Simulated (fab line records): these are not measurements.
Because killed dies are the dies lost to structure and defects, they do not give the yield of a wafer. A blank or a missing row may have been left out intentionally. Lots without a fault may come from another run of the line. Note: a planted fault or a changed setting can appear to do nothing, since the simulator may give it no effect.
Matching of chambers / flow gf180mcu / GF_POLY_GATE_ETCH_13 on rie_si-02 has 4 sister chambers
The step etches poly-Si in HBr/Cl2, stops on SiO2, target depth 198.5 nm, time 69.6 s. 7 wafers are shown with their chamber, then 7 later ones without.

## WAFERS PAIRED WITH THEIR CHAMBERS
wafer=L563.4; chamber=3; drypump_motor_current_A (A)=5.3; throttle_valve_pct (%)=33.699
wafer=L567.5; chamber=3; drypump_motor_current_A (A)=5.4; throttle_valve_pct (%)=33.695
wafer=L567.6; chamber=0; drypump_motor_current_A (A)=6.6; throttle_valve_pct (%)=33.673
wafer=L573.3; chamber=0; drypump_motor_current_A (A)=6.6; throttle_valve_pct (%)=33.684
wafer=L573.4; chamber=2; drypump_motor_current_A (A)=5.0; throttle_valve_pct (%)=33.701
wafer=L577.1; chamber=1; drypump_motor_current_A (A)=6.4; throttle_valve_pct (%)=33.683
wafer=L577.5; chamber=1; drypump_motor_current_A (A)=6.5; throttle_valve_pct (%)=33.680

## WAFERS WHOSE CHAMBER IS MISSING
wafer=L577.6; drypump_motor_current_A (A)=5.0; throttle_valve_pct (%)=33.697
wafer=L578.4; drypump_motor_current_A (A)=5.1; throttle_valve_pct (%)=33.672
wafer=L578.5; drypump_motor_current_A (A)=6.4; throttle_valve_pct (%)=33.695
wafer=L578.6; drypump_motor_current_A (A)=5.1; throttle_valve_pct (%)=33.694
wafer=L580.2; drypump_motor_current_A (A)=6.4; throttle_valve_pct (%)=33.679
wafer=L580.3; drypump_motor_current_A (A)=5.0; throttle_valve_pct (%)=33.666
wafer=L580.5; drypump_motor_current_A (A)=6.6; throttle_valve_pct (%)=33.701

## WHICH CHAMBER EACH ONE RAN IN
wafer=L577.6; from the rows above=2; in truth=2
wafer=L578.4; from the rows above=can't be placed: 2 or 3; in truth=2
wafer=L578.5; from the rows above=can't be placed: 1 or 0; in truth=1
wafer=L578.6; from the rows above=2; in truth=2
wafer=L580.2; from the rows above=1; in truth=1
wafer=L580.3; from the rows above=can't be placed: 2 or 3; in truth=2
wafer=L580.5; from the rows above=can't be placed: 0 or 1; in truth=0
Placed correctly: 3 of 7. Unplaceable from these rows: 4, with the true chamber sitting among the candidates in 4. Placed wrongly: 0.
How it was worked out, from the rows above alone: a wafer's distance from a chamber is the root of the sum, over the readings, of the square of ((its reading less the chamber's mean) divided by the reading's scatter). If the next closest chamber is less than 2 further off than the closest, the wafer can't be placed; otherwise it belongs to the closest. For every chamber, the mean is computed from those of its wafers that are shown. The scatter: the root of (the sum of the squares of (reading less its chamber's mean) over the shown wafers, divided by (wafers less chambers)).
